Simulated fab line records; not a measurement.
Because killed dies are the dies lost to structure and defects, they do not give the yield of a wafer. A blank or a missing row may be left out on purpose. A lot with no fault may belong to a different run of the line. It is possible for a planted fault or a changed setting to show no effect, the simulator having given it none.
fab line records ; flow sky130
record: lots: 6; wafers: 18; last-day: 50
route steps=708 shown LDD_N@240 LDD_P@255 LDD_HVN@267 LDD_HVP@278 PAD_OPEN@708
lots untouched by any fault: they come from a run of this same line in which no faults occurred
start-h: start of the lot's first displayed wafer, in hours after the record's first day ; wait-h: time in hours since the lot's previous step ; " identical to the entry in the row above ; L1.1+2: several wafers, shown together as one row ; - either no value or no given start ; * or withheld: withheld ; < > ~ a bound
route shown NAME@n: NAME is a module with steps in the file, n the number in the route of the first one ; usual: mean/standard deviation taken from wafers without a fault ; same: alike in all rows ; chamber/n: place in a boat ; sites: per-site readings ; _std_site: the standard deviation of these ; _edge_site: outer sites' mean less inner sites' ; radius-mm: how far each site lies from the wafer's centre ; mask NAME#n: copy n ; behind: the tool/chamber that last shaped the wafer ; hold: reason for holding the lot/hours on hold/outcome of the hold ; device: transistor that didn't switch, given as n, p or np ; end of line: the tests these same wafers got at the end of their route ; a step given without rows: its recipe and nothing more ; killed: dies lost to structure and defects at the first sort, not the wafer's yield ; map: shows each die of a wafer: x if killed, . if not, _ if none is there
set.NAME: the setting as run; set.NAME@STEP: as run at that earlier step ; model.NAME: the simulator's own value behind a step, which no gauge read
a table for each step, a row for each wafer; lots at some steps of the route
services: when a tool's chamber went out of use (start-h, in hours from the record's first day, below 0 if earlier), for how many hours, and the reason
== steps ==
step: SKY_LDD_N_SOFTBAKE_03
recipe: temp-c: 90; time-s: 60; resist: NOVOLAK
step: SKY_LDD_N_EXPOSE_04
recipe: mask-id: NTM; target-cd-nm: 840; na: 0.6; source-shape: conventional; sigma-outer: 0.6; dose-mj: 110
step: SKY_LDD_N_PEB_05
recipe: temp-c: withheld; time-s: *; resist: NOVOLAK
step: SKY_LDD_N_DEVELOP_06
recipe: develop-time-s: 60; dev-temp-c: 23
step: SKY_LDD_N_OVL_MEAS_07
usual: LDD_N_OVL: 0.6/1.3
lot.wafer;tool;chamber;start-h;wait-h;LDD_N_OVL[nm]
L437.1;overlay-01;-;422.45;0.1;-1.6
L437.4;overlay-01;-;422.45;0.1;-0.1
L437.5;overlay-01;-;422.45;0.1;-1.8
L440.1;overlay-02;-;448.46;0.1;-0.1
L440.3;overlay-02;-;448.46;0.1;-0.5
L440.6;overlay-02;-;448.46;0.1;1.5
L449.1;overlay-02;-;522.05;0.1;1.2
L449.3;overlay-02;-;522.05;0.1;-1.1
L449.5;overlay-02;-;522.05;0.1;0.8
L450.1;overlay-01;-;524.70;0.1;2.3
L450.2;overlay-01;-;524.70;0.1;0.2
L450.5;overlay-01;-;524.70;0.1;0.5
L456.2;overlay-01;-;573.27;0.1;1.2
L456.5;overlay-01;-;573.27;0.1;2.1
L456.6;overlay-01;-;573.27;0.1;1.7
L458.1;overlay-01;-;582.40;0.1;0.3
L458.3;overlay-01;-;582.40;0.1;0.6
L458.5;overlay-01;-;582.40;0.1;0.9
step: SKY_LDD_N_IMPLANT_08
recipe: species: As; energy-kev: 20; dose-cm2: 7.338e+13; tilt-deg: withheld; rotation-deg: 23
step: SKY_LDD_N_IMPLANT_09
recipe: species: As; energy-kev: 20; dose-cm2: 7.5e+13; tilt-deg: withheld; rotation-deg: 113
step: SKY_LDD_N_IMPLANT_10
recipe: species: As; energy-kev: 20; dose-cm2: 7.5e+13; tilt-deg: withheld; rotation-deg: 203
step: SKY_LDD_N_IMPLANT_11
recipe: species: As; energy-kev: 20; dose-cm2: 7.5e+13; tilt-deg: withheld; rotation-deg: 293
step: SKY_LDD_N_IMPLANT_12
recipe: species: BF2; energy-kev: 50; dose-cm2: 5e+12; tilt-deg: 30; rotation-deg: 0
step: SKY_LDD_N_IMPLANT_13
recipe: species: BF2; energy-kev: 50; dose-cm2: 5e+12; tilt-deg: 30; rotation-deg: 90
step: SKY_LDD_N_IMPLANT_14
recipe: species: BF2; energy-kev: 50; dose-cm2: 5e+12; tilt-deg: 30; rotation-deg: 180
step: SKY_LDD_N_IMPLANT_15
recipe: species: BF2; energy-kev: 50; dose-cm2: 5e+12; tilt-deg: 30; rotation-deg: 270
lot.wafer;tool;chamber;start-h;wait-h
L437.1+4+5;implanter-03;0;423.54;0.1
L440.1+3+6;implanter-04;0;449.54;0.1
L449.1+3+5;implanter-04;0;523.14;0.1
L450.1+2+5;implanter-04;0;525.79;0.1
L456.2+5+6;implanter-03;0;574.37;0.1
L458.1+3+5;implanter-02;0;583.48;0.1
step: SKY_LDD_N_STRIP_16
recipe: chemistry: O2/N2; power-w: 1400; pressure-mtorr: 1500; platen-temp-c: withheld; o2-flow-sccm: 3000; n2-flow-sccm: 300; overash-fraction: 0.5
usual: drypump-motor-current-A: 5.7/0.42; o2-flow-sccm: 2997/8.8; oes-product-au: 0.407/0.0047; strip-time-to-endpoint-s: 4.302/0.015
lot.wafer;tool;chamber;start-h;wait-h;drypump-motor-current-A;o2-flow-sccm;oes-product-au;rf-hours-counter-h;strip-time-to-endpoint-s
L437.1;plasma-asher-01;0;423.69;0.1;6.2;3008;0.412;63;4.314
L437.4;plasma-asher-01;1;423.69;0.1;5.6;3006;0.401;-;4.291
L437.5;plasma-asher-01;0;423.69;0.1;6.2;3005;0.400;-;4.300
L440.1;plasma-asher-03;1;449.69;0.1;5.4;3012;0.412;29;4.309
L440.3;plasma-asher-03;0;449.69;0.1;5.3;2992;0.415;-;4.327
L440.6;plasma-asher-03;1;449.69;0.1;5.4;2987;0.401;-;4.309
L449.1;plasma-asher-04;0;523.29;0.1;6.3;3008;0.408;9;4.289
L449.3;plasma-asher-04;1;523.29;0.1;4.8;3003;0.413;-;4.294
L449.5;plasma-asher-04;0;523.29;0.1;6.2;2994;0.413;-;4.312
L450.1;plasma-asher-01;0;525.94;0.1;6.2;2984;0.413;74;4.314
L450.2;plasma-asher-01;1;525.94;0.1;5.6;2990;0.404;74;4.292
L450.5;plasma-asher-01;0;525.94;0.1;6.2;2989;0.407;-;4.310
L456.2;plasma-asher-01;1;574.50;0.1;5.6;2996;0.399;79;4.297
L456.5;plasma-asher-01;0;574.50;0.1;6.1;3004;0.411;-;4.281
L456.6;plasma-asher-01;1;574.50;0.1;5.6;2987;0.406;-;4.303
L458.1;plasma-asher-03;0;583.63;0.1;5.3;3007;0.406;43;4.278
L458.3;plasma-asher-03;0;583.63;0.1;5.3;3006;0.402;-;4.281
L458.5;plasma-asher-03;0;583.63;0.1;5.3;3007;0.406;-;4.293
step: SKY_LDD_N_TW_MEAS_17
usual: LDD_N_TW: 2587/31
lot.wafer;tool;chamber;start-h;wait-h;LDD_N_TW
L437.1;film-metro-01;-;423.84;0.1;2574
L437.4;film-metro-01;-;423.84;0.1;2572
L437.5;film-metro-01;-;423.84;0.1;2583
L440.1;film-metro-02;-;449.79;0.1;2550
L440.3;film-metro-02;-;449.79;0.1;2546
L440.6;film-metro-02;-;449.79;0.1;2547
L449.1;film-metro-03;-;523.39;0.1;2624
L449.3;film-metro-03;-;523.39;0.1;2633
L449.5;film-metro-03;-;523.39;0.1;2626
L450.1;film-metro-03;-;526.04;0.1;2618
L450.2;film-metro-03;-;526.04;0.1;2621
L450.5;film-metro-03;-;526.04;0.1;2625
L456.2;film-metro-03;-;574.61;0.1;2606
L456.5;film-metro-03;-;574.61;0.1;2626
L456.6;film-metro-03;-;574.61;0.1;2616
L458.1;film-metro-03;-;583.73;0.1;2622
L458.3;film-metro-03;-;583.73;0.1;2617
L458.5;film-metro-03;-;583.73;0.1;2617
step: SKY_LDD_P_DEHYDRATE_00
recipe: temp-c: 200; time-s: 60
step: SKY_LDD_P_HMDS_01
recipe: prime-time-s: 60; prime-temp-c: 120
step: SKY_LDD_P_COAT_02
recipe: resist: NOVOLAK; spin-rpm: 3000; resist-thk-nm: 1140
step: SKY_LDD_P_SOFTBAKE_03
recipe: temp-c: 90; time-s: 60; resist: NOVOLAK
step: SKY_LDD_P_EXPOSE_04
recipe: mask-id: PSDM; na: 0.6; source-shape: conventional; sigma-outer: 0.6; polarization: unpolarized; target-cd-nm: 380; dose-mj: 138
step: SKY_LDD_P_PEB_05
recipe: temp-c: withheld; time-s: *; resist: NOVOLAK
step: SKY_LDD_P_DEVELOP_06
recipe: resist: NOVOLAK; developer: TMAH; develop-time-s: 60; dev-temp-c: 23
step: SKY_LDD_P_CD_MEAS_07
recipe: target-cd-nm: 380
usual: cd-nm: 379.9/2.7
lot.wafer;tool;chamber;start-h;wait-h;cd-nm
L437.1;cd-sem-01;-;454.21;0.1;382.1
L437.4;cd-sem-01;-;454.21;0.1;380.0
L437.5;cd-sem-01;-;454.21;0.1;381.3
L440.1;cd-sem-02;-;480.56;0.1;381.3
L440.3;cd-sem-02;-;480.56;0.1;380.9
L440.6;cd-sem-02;-;480.56;0.1;380.0
L449.1;cd-sem-02;-;552.41;0.1;383.4
L449.3;cd-sem-02;-;552.41;0.1;382.9
L449.5;cd-sem-02;-;552.41;0.1;381.6
L450.1;cd-sem-02;-;555.51;0.1;380.6
L450.2;cd-sem-02;-;555.51;0.1;381.6
L450.5;cd-sem-02;-;555.51;0.1;380.0
L456.2;cd-sem-01;-;604.01;0.3;376.5
L456.5;cd-sem-01;-;604.01;0.3;380.4
L456.6;cd-sem-01;-;604.01;0.3;379.0
L458.1;cd-sem-02;-;612.96;0.1;379.4
L458.3;cd-sem-02;-;612.96;0.1;382.1
L458.5;cd-sem-02;-;612.96;0.1;382.2
step: SKY_LDD_P_OVL_MEAS_08
usual: LDD_P_OVL: -2.2/1.5
lot.wafer;tool;chamber;start-h;wait-h;LDD_P_OVL[nm]
L437.1;overlay-02;-;454.33;0.1;-1.7
L437.4;overlay-02;-;454.33;0.1;-5.8
L437.5;overlay-02;-;454.33;0.1;-1.1
L440.1;overlay-01;-;480.68;0.1;-1.0
L440.3;overlay-01;-;480.68;0.1;-3.3
L440.6;overlay-01;-;480.68;0.1;-1.2
L449.1;overlay-01;-;552.53;0.1;-1.0
L449.3;overlay-01;-;552.53;0.1;-2.6
L449.5;overlay-01;-;552.53;0.1;-2.5
L450.1;overlay-02;-;555.63;0.1;-2.1
L450.2;overlay-02;-;555.63;0.1;-1.1
L450.5;overlay-02;-;555.63;0.1;-0.1
L456.2;overlay-01;-;604.11;0.1;-0.9
L456.5;overlay-01;-;604.11;0.1;-2.5
L456.6;overlay-01;-;604.11;0.1;-2.6
L458.1;overlay-01;-;613.08;0.1;-1.3
L458.3;overlay-01;-;613.08;0.1;-0.2
L458.5;overlay-01;-;613.08;0.1;-2.2
step: SKY_LDD_P_IMPLANT_09
recipe: species: BF2; energy-kev: 25; dose-cm2: 1e+13; tilt-deg: withheld
step: SKY_LDD_P_STRIP_10
recipe: chemistry: O2/N2; power-w: 1400; pressure-mtorr: 1500; platen-temp-c: withheld; o2-flow-sccm: 3000; n2-flow-sccm: 300; overash-fraction: 0.5
usual: drypump-motor-current-A: 5.6/0.47; o2-flow-sccm: 3002/8.8; oes-product-au: 0.715/0.0042; strip-time-to-endpoint-s: 14.18/0.039
lot.wafer;tool;chamber;start-h;wait-h;drypump-motor-current-A;o2-flow-sccm;oes-product-au;rf-hours-counter-h;strip-time-to-endpoint-s
L437.1;plasma-asher-04;1;454.52;0.1;4.8;2995;0.714;2;14.26
L437.4;plasma-asher-04;1;454.52;0.1;4.8;2992;0.710;-;14.26
L437.5;plasma-asher-04;1;454.52;0.1;4.8;2992;0.721;-;14.26
L440.1;plasma-asher-04;0;480.86;0.1;6.2;2998;0.712;5;14.15
L440.3;plasma-asher-04;0;480.86;0.1;6.2;2995;0.711;-;14.12
L440.6;plasma-asher-04;1;480.86;0.1;4.8;3016;0.717;-;14.14
L449.1;plasma-asher-04;1;552.71;0.1;4.8;2992;0.713;12;14.23
L449.3;plasma-asher-04;0;552.71;0.1;6.2;3005;0.712;-;14.16
L449.5;plasma-asher-04;0;552.71;0.1;6.2;3014;0.710;-;14.18
L450.1;plasma-asher-02;1;555.81;0.1;6.0;3012;0.713;84;14.15
L450.2;plasma-asher-02;0;555.81;0.1;5.8;3015;0.715;84;14.19
L450.5;plasma-asher-02;1;555.81;0.1;6.1;3015;0.711;-;14.13
L456.2;plasma-asher-04;1;604.29;0.1;4.8;3009;0.711;17;14.15
L456.5;plasma-asher-04;0;604.29;0.1;6.2;2995;0.707;-;14.19
L456.6;plasma-asher-04;1;604.29;0.1;4.8;3018;0.717;-;14.22
L458.1;plasma-asher-03;0;613.27;0.1;5.3;2999;0.719;46;14.16
L458.3;plasma-asher-03;0;613.27;0.1;5.3;3004;0.711;-;14.18
L458.5;plasma-asher-03;1;613.27;0.1;5.4;2999;0.713;-;14.14
step: SKY_LDD_P_TW_MEAS_11
usual: LDD_P_TW: 638/8.7
lot.wafer;tool;chamber;start-h;wait-h;LDD_P_TW
L437.1;film-metro-04;-;454.62;0.1;625
L437.4;film-metro-04;-;454.62;0.1;627
L437.5;film-metro-04;-;454.62;0.1;628
L440.1;film-metro-02;-;480.96;0.1;627
L440.3;film-metro-02;-;480.96;0.1;627
L440.6;film-metro-02;-;480.96;0.1;628
L449.1;film-metro-03;-;552.81;0.1;645
L449.3;film-metro-03;-;552.81;0.1;644
L449.5;film-metro-03;-;552.81;0.1;643
L450.1;film-metro-04;-;555.91;0.1;632
L450.2;film-metro-04;-;555.91;0.1;631
L450.5;film-metro-04;-;555.91;0.1;634
L456.2;film-metro-03;-;604.40;0.1;649
L456.5;film-metro-03;-;604.40;0.1;649
L456.6;film-metro-03;-;604.40;0.1;650
L458.1;film-metro-02;-;613.37;0.1;628
L458.3;film-metro-02;-;613.37;0.1;627
L458.5;film-metro-02;-;613.37;0.1;625
step: SKY_LDD_HVN_DEHYDRATE_00
recipe: temp-c: 200; time-s: 60
step: SKY_LDD_HVN_HMDS_01
recipe: prime-time-s: 60; prime-temp-c: 120
step: SKY_LDD_HVN_COAT_02
recipe: resist: NOVOLAK; spin-rpm: 3000; resist-thk-nm: 300
step: SKY_LDD_HVN_SOFTBAKE_03
recipe: temp-c: 90; time-s: 60; resist: NOVOLAK
step: SKY_LDD_HVN_EXPOSE_04
recipe: mask-id: HVNTM; na: 0.6; source-shape: conventional; sigma-outer: 0.6; polarization: unpolarized; target-cd-nm: 700; dose-mj: 127
step: SKY_LDD_HVN_PEB_05
recipe: temp-c: withheld; time-s: *; resist: NOVOLAK
step: SKY_LDD_HVN_DEVELOP_06
recipe: resist: NOVOLAK; developer: TMAH; develop-time-s: 60; dev-temp-c: 23
step: SKY_LDD_HVN_OVL_MEAS_07
usual: LDD_HVN_OVL: 0.9/1.4
lot.wafer;tool;chamber;start-h;wait-h;LDD_HVN_OVL[nm]
L437.1;overlay-02;-;485.13;0.1;-0.8
L437.4;overlay-02;-;485.13;0.1;-0.6
L437.5;overlay-02;-;485.13;0.1;-0.1
L440.1;overlay-02;-;511.61;0.1;-0.9
L440.3;overlay-02;-;511.61;0.1;-0.9
L440.6;overlay-02;-;511.61;0.1;-0.5
L449.1;overlay-01;-;581.21;0.1;-1.2
L449.3;overlay-01;-;581.21;0.1;1.7
L449.5;overlay-01;-;581.21;0.1;0.0
L450.1;overlay-01;-;585.06;0.1;0.7
L450.2;overlay-01;-;585.06;0.1;2.7
L450.5;overlay-01;-;585.06;0.1;0.6
L456.2;overlay-02;-;632.95;0.1;0.5
L456.5;overlay-02;-;632.95;0.1;0.8
L456.6;overlay-02;-;632.95;0.1;-0.4
L458.1;overlay-01;-;641.51;0.1;-0.8
L458.3;overlay-01;-;641.51;0.1;0.8
L458.5;overlay-01;-;641.51;0.1;0.7
step: SKY_LDD_HVN_IMPLANT_08
recipe: species: P; energy-kev: 60; dose-cm2: 3e+13; tilt-deg: 40
step: SKY_LDD_HVN_STRIP_09
recipe: chemistry: O2/N2; power-w: 1400; pressure-mtorr: 1500; platen-temp-c: withheld; o2-flow-sccm: 3000; n2-flow-sccm: 300; overash-fraction: 0.5
usual: drypump-motor-current-A: 5.79/0.3; o2-flow-sccm: 3001/9.1; oes-product-au: 0.408/0.0042; strip-time-to-endpoint-s: 4.133/0.017
lot.wafer;tool;chamber;start-h;wait-h;drypump-motor-current-A;o2-flow-sccm;oes-product-au;rf-hours-counter-h;strip-time-to-endpoint-s
L437.1;plasma-asher-01;1;485.31;0.1;5.63;2995;0.411;69;4.155
L437.4;plasma-asher-01;0;485.31;0.1;6.17;2998;0.410;-;4.143
L437.5;plasma-asher-01;0;485.31;0.1;6.19;2996;0.400;-;4.152
L440.1;plasma-asher-01;0;511.80;0.1;6.15;2981;0.416;72;4.169
L440.3;plasma-asher-01;0;511.80;0.1;6.17;2987;0.403;-;4.148
L440.6;plasma-asher-01;0;511.80;0.1;6.14;2991;0.406;-;4.179
L449.1;plasma-asher-01;0;581.40;0.1;6.14;2998;0.403;79;4.153
L449.3;plasma-asher-01;1;581.40;0.1;5.58;2996;0.411;-;4.140
L449.5;plasma-asher-01;0;581.40;0.1;6.14;3004;0.412;-;4.139
L450.1;plasma-asher-02;0;585.25;0.1;5.74;3004;0.405;87;4.106
L450.2;plasma-asher-02;1;585.25;0.1;6.07;3004;0.408;87;4.117
L450.5;plasma-asher-02;0;585.25;0.1;5.73;3009;0.410;-;4.109
L456.2;plasma-asher-02;0;633.13;0.1;5.76;3001;0.411;92;4.138
L456.5;plasma-asher-02;1;633.13;0.1;6.05;2986;0.407;-;4.117
L456.6;plasma-asher-02;0;633.13;0.1;5.77;3003;0.409;-;4.122
L458.1;plasma-asher-02;0;641.70;0.1;5.74;2993;0.407;93;4.131
L458.3;plasma-asher-02;1;641.70;0.1;6.04;3016;0.402;-;4.131
L458.5;plasma-asher-02;0;641.70;0.1;5.76;2999;0.416;-;4.133
step: SKY_LDD_HVN_TW_MEAS_10
usual: LDD_HVN_TW: 1434/16
lot.wafer;tool;chamber;start-h;wait-h;LDD_HVN_TW
L437.1;film-metro-03;-;485.41;0.1;1453
L437.4;film-metro-03;-;485.41;0.1;1456
L437.5;film-metro-03;-;485.41;0.1;1464
L440.1;film-metro-01;-;511.90;0.1;1434
L440.3;film-metro-01;-;511.90;0.1;1436
L440.6;film-metro-01;-;511.90;0.1;1434
L449.1;film-metro-03;-;581.50;0.1;1453
L449.3;film-metro-03;-;581.50;0.1;1466
L449.5;film-metro-03;-;581.50;0.1;1458
L450.1;film-metro-04;-;585.35;0.1;1414
L450.2;film-metro-04;-;585.35;0.1;1419
L450.5;film-metro-04;-;585.35;0.1;1416
L456.2;film-metro-01;-;633.24;0.1;1431
L456.5;film-metro-01;-;633.24;0.1;1425
L456.6;film-metro-01;-;633.24;0.1;1431
L458.1;film-metro-04;-;641.80;0.1;1417
L458.3;film-metro-04;-;641.80;0.1;1415
L458.5;film-metro-04;-;641.80;0.1;1417
step: SKY_LDD_HVP_DEHYDRATE_00
recipe: temp-c: 200; time-s: 60
step: SKY_LDD_HVP_HMDS_01
recipe: prime-time-s: 60; prime-temp-c: 120
step: SKY_LDD_HVP_COAT_02
recipe: resist: NOVOLAK; spin-rpm: 3000; resist-thk-nm: 300
step: SKY_LDD_HVP_SOFTBAKE_03
recipe: temp-c: 90; time-s: 60; resist: NOVOLAK
step: SKY_PAD_OPEN_PROBE_99
usual: killed_at_M0_to_M3: 43/7.1; killed_at_M4_up: 3.0/1.6; killed-at-contacts: 24/5.3; killed-at-front-end: 16/4.1; killed-at-other: 0.5/0.82; killed-dies: 86/9.4; killed-open: 46/6.9; killed-short: 39/6.5
same: gross-dies: 492; killed-at-back-side: 0
lot.wafer;tool;chamber;start-h;wait-h;killed_at_M0_to_M3;killed_at_M4_up;killed-at-contacts;killed-at-front-end;killed-at-other;killed-dies;killed-open;killed-short;model.etest.nfet_01v8_turned.vt-sat-v
L437.1;prober-01;-;1086.21;0.1;43;3;30;21;0;97;52;45;0.6548
L437.4;prober-01;-;1086.36;0.2;34;1;33;18;0;86;44;42;0.6548
L437.5;prober-01;-;1086.41;0.2;42;3;23;14;1;83;46;35;0.6488
L440.1;prober-01;-;1106.52;0.1;45;3;23;16;0;87;44;43;0.6575
L440.3;prober-01;-;1106.62;0.2;32;3;20;18;0;73;37;36;0.6532
L440.6;prober-01;-;1106.77;0.2;41;4;20;16;1;82;41;41;0.6599
L449.1;prober-02;-;1150.57;0.1;40;2;38;13;0;93;52;40;0.6789
L449.3;prober-02;-;1150.67;0.2;42;3;24;14;0;83;51;28;0.676
L449.5;prober-02;-;1150.77;0.2;47;4;25;26;0;102;48;54;0.671
L450.1;prober-01;-;1157.20;0.1;55;1;23;16;0;95;54;41;0.6548
L450.2;prober-01;-;1157.25;0.1;40;2;28;14;1;85;55;30;0.6622
L450.5;prober-01;-;1157.40;0.2;40;2;34;16;1;93;52;41;0.6711
L456.2;prober-01;-;1183.37;0.1;38;3;19;25;0;85;45;40;0.6477
L456.5;prober-01;-;1183.52;0.2;31;2;24;18;0;75;43;32;0.638
L456.6;prober-01;-;1183.57;0.2;30;0;34;12;0;76;41;35;0.6488
L458.1;prober-02;-;1189.92;0.1;42;1;25;20;1;89;44;45;0.6698
L458.3;prober-02;-;1190.02;0.2;41;3;29;20;1;94;53;41;0.6664
L458.5;prober-02;-;1190.12;0.2;40;2;20;22;0;84;36;48;0.6728
killed by level:class
L437.1 VIA1:geometric-particle:open=14 CONTACT:geometric-particle:short=9 LI_CONTACT:geometric-particle:open=7 METAL1:geometric-particle:short=7 FIELD_ISO:geometric-particle:short=6 CONTACT:geometric-particle:open=6 VIA2:geometric-particle:open=5 VIA3:geometric-particle:open=5
L437.4 CONTACT:geometric-particle:open=10 LOCAL_INTERCONNECT:geometric-particle:short=9 LI_CONTACT:geometric-particle:open=8 VIA1:geometric-particle:open=7 POLY_GATE:geometric-particle:short=5 VIA3:geometric-particle:open=5 METAL2:geometric-particle:short=5 FIELD_ISO:geometric-particle:open=4
L437.5 VIA1:geometric-particle:open=13 LI_CONTACT:geometric-particle:open=9 VIA2:geometric-particle:open=7 METAL1:geometric-particle:short=6 LOCAL_INTERCONNECT:geometric-particle:short=5 VIA3:geometric-particle:open=5 POLY_GATE:geometric-particle:open=4 POLY_GATE:geometric-particle:short=4
L440.1 VIA3:geometric-particle:open=9 LI_CONTACT:geometric-particle:open=7 FIELD_ISO:geometric-particle:open=6 LOCAL_INTERCONNECT:geometric-particle:short=6 VIA1:geometric-particle:open=6 METAL2:geometric-particle:short=6 FIELD_ISO:geometric-particle:short=5 VIA1:geometric-particle:short=5
L440.3 CONTACT:geometric-particle:open=8 FIELD_ISO:geometric-particle:open=6 LI_CONTACT:geometric-particle:open=6 FIELD_ISO:geometric-particle:short=5 METAL2:geometric-particle:short=5 VIA1:geometric-particle:open=4 VIA3:geometric-particle:open=4 POLY_GATE:geometric-particle:short=3
L440.6 POLY_GATE:geometric-particle:open=7 CONTACT:geometric-particle:open=7 VIA1:geometric-particle:open=7 VIA2:geometric-particle:open=6 LOCAL_INTERCONNECT:geometric-particle:short=5 VIA3:geometric-particle:short=5 METAL2:geometric-particle:short=4 CONTACT:geometric-particle:short=4
L449.1 CONTACT:geometric-particle:open=13 LI_CONTACT:geometric-particle:open=9 VIA1:geometric-particle:open=9 VIA2:geometric-particle:open=7 VIA1:geometric-particle:short=6 LOCAL_INTERCONNECT:geometric-particle:short=5 METAL2:geometric-particle:short=5 LI_CONTACT:geometric-particle:short=4
L449.3 CONTACT:geometric-particle:open=10 VIA1:geometric-particle:open=10 FIELD_ISO:geometric-particle:open=7 VIA3:geometric-particle:open=7 LI_CONTACT:geometric-particle:open=6 CONTACT:geometric-particle:short=6 VIA2:geometric-particle:open=6 METAL2:geometric-particle:short=5
L449.5 CONTACT:geometric-particle:short=9 VIA1:geometric-particle:open=9 VIA3:geometric-particle:open=8 METAL2:geometric-particle:short=7 POLY_GATE:geometric-particle:short=6 LI_CONTACT:geometric-particle:open=5 LOCAL_INTERCONNECT:geometric-particle:short=5 CONTACT:geometric-particle:open=5
L450.1 VIA1:geometric-particle:open=19 VIA2:geometric-particle:open=7 LOCAL_INTERCONNECT:geometric-particle:short=7 VIA1:geometric-particle:short=7 LI_CONTACT:geometric-particle:open=6 FIELD_ISO:geometric-particle:short=5 CONTACT:geometric-particle:short=5 METAL1:geometric-particle:short=5
L450.2 VIA1:geometric-particle:open=12 CONTACT:geometric-particle:open=11 LI_CONTACT:geometric-particle:open=9 VIA3:geometric-particle:open=7 FIELD_ISO:geometric-particle:open=5 METAL1:geometric-particle:short=5 VIA2:geometric-particle:open=4 METAL3:geometric-particle:short=4
L450.5 LI_CONTACT:geometric-particle:open=11 CONTACT:geometric-particle:open=9 VIA1:geometric-particle:open=8 VIA2:geometric-particle:open=7 VIA3:geometric-particle:open=7 CONTACT:geometric-particle:short=6 POLY_GATE:geometric-particle:open=5 VIA3:geometric-particle:short=5
L456.2 VIA1:geometric-particle:open=10 POLY_GATE:geometric-particle:short=9 CONTACT:geometric-particle:open=8 VIA1:geometric-particle:short=7 FIELD_ISO:geometric-particle:short=6 VIA2:geometric-particle:open=6 VIA3:geometric-particle:open=6 POLY_GATE:geometric-particle:open=4
L456.5 VIA1:geometric-particle:open=11 CONTACT:geometric-particle:open=8 METAL1:geometric-particle:short=5 LI_CONTACT:geometric-particle:open=4 LI_CONTACT:geometric-particle:short=4 CONTACT:geometric-particle:short=4 FIELD_ISO:geometric-particle:open=3 FIELD_ISO:geometric-particle:short=3
L456.6 CONTACT:geometric-particle:open=13 LOCAL_INTERCONNECT:geometric-particle:short=8 VIA1:geometric-particle:open=7 POLY_GATE:geometric-particle:short=6 LI_CONTACT:geometric-particle:open=6 VIA3:geometric-particle:open=4 VIA1:geometric-particle:short=4 CONTACT:geometric-particle:short=3
L458.1 VIA1:geometric-particle:open=12 CONTACT:geometric-particle:open=9 POLY_GATE:geometric-particle:short=8 CONTACT:geometric-particle:short=7 VIA2:geometric-particle:open=7 FIELD_ISO:geometric-particle:short=5 LOCAL_INTERCONNECT:geometric-particle:short=4 METAL1:geometric-particle:short=4
L458.3 CONTACT:geometric-particle:open=11 VIA1:geometric-particle:open=9 METAL2:geometric-particle:short=7 FIELD_ISO:geometric-particle:open=6 POLY_GATE:geometric-particle:open=6 CONTACT:geometric-particle:short=6 VIA3:geometric-particle:open=6 LI_CONTACT:geometric-particle:open=5
L458.5 POLY_GATE:geometric-particle:short=10 CONTACT:geometric-particle:open=7 VIA2:geometric-particle:open=6 METAL2:geometric-particle:short=6 VIA1:geometric-particle:open=6 CONTACT:geometric-particle:short=5 VIA2:geometric-particle:short=5 FIELD_ISO:geometric-particle:short=4
== services ==
tool;chamber;start-h;hours;kind
implanter-02;-;410.84;1.4;repair
plasma-asher-04;-;421.25;9.0;pm
plasma-asher-04;0;421.25;9.0;vent-cycle
plasma-asher-04;1;421.25;9.0;vent-cycle
implanter-04;-;427.07;5.4;pm
plasma-asher-02;-;429.27;1.9;repair
plasma-asher-04;0;430.25;-;clean
plasma-asher-04;1;430.25;-;clean
implanter-04;-;432.50;3.7;repair
implanter-03;-;477.59;15.1;repair
plasma-asher-03;-;503.19;2.9;repair
implanter-03;-;516.45;2.8;pm
plasma-asher-04;-;523.43;1.3;repair
implanter-02;-;546.29;1.4;repair
implanter-02;-;570.28;3.7;pm
plasma-asher-01;-;581.99;2.8;pm
implanter-03;-;591.04;3.4;repair
implanter-02;-;602.20;5.2;pm
implanter-03;-;629.74;9.3;repair
implanter-03;-;638.99;5.8;pm
== key ==
first-sign none at tools or gauges
model-effect: step: SKY_PAD_OPEN_PROBE_99; value: etest.nfet_01v8_turned.vt-sat-v; without: 0.6535; struck: 0.669
met-at SKY_LDD_N_IMPLANT_15
struck-wafers L449.1,L449.3,L449.5,L450.1,L450.2,L450.5
tester-left-out L449,L450
onset-between 449.54 523.14
fault: kind: process-parameter-drift; tool: implanter-04; chamber: -; onset-h: 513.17; steps: SKY_LDD_N_IMPLANT_15; channel: tilt-deg; offset: *; spread-by-wafer: *; shape: step; end-h: 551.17; acts-in: *; stated: *
tester-left-out: of these lots the tester's yield and bins aren't shown, on N5 and GAA mostly nor the transistor test; their killed dies are dies lost to structure and defects alone, not to doping, threshold or leakage, so they don't give the yield
